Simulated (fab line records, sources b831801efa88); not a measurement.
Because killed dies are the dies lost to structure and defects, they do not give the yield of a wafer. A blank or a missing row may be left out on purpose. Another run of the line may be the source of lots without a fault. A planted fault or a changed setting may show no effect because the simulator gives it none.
The tool behind it: which one? ; flow gf180mcu ; 6 lots (18 wafers sampled), 1 step of a 602-step route

== WHAT THE GAUGES READ, wafer by wafer ==
GF_M2_THK_MEAS_06: measures by xrf.
lot;measured;on;M2_ALCU_THK (nm)
L374;day 19 11:20;film-metro-01;458 456 455
L377;day 21 05:22;film-metro-03;453 444 448
L385;day 23 12:10;film-metro-04;451 452 453
L389;day 24 20:55;film-metro-04;451 449 453
L391;day 25 17:10;film-metro-03;450 452 450
L395;day 26 15:02;film-metro-03;453 458 453

== EACH LOT AND THE TOOL THAT RAN IT (in order: tool; ch and the chambers of the sampled wafers; start) ==
The record holds no process step before these readings.

== THE ANSWER, worked out from the rows above alone ==
Rule: what is usual is taken from the lots themselves. The widest of any qualifying gaps counts: lots, ordered by their means at a reading, are off when they make up no more than a third of the lots, leave a main group of 4 or more, and stand apart from it by 3 or more times the standard deviation of that group's means. Not used: any main group whose means are identical at the precision the tables above print for the reading. A lot without any number at a reading at which 4 lots or more have one is off too. The other lots that the step has rows for count as sound.
No lot is off at any reading shown: from this, nothing can be told.

== WHAT THE SIMULATOR HAD INSERTED ==
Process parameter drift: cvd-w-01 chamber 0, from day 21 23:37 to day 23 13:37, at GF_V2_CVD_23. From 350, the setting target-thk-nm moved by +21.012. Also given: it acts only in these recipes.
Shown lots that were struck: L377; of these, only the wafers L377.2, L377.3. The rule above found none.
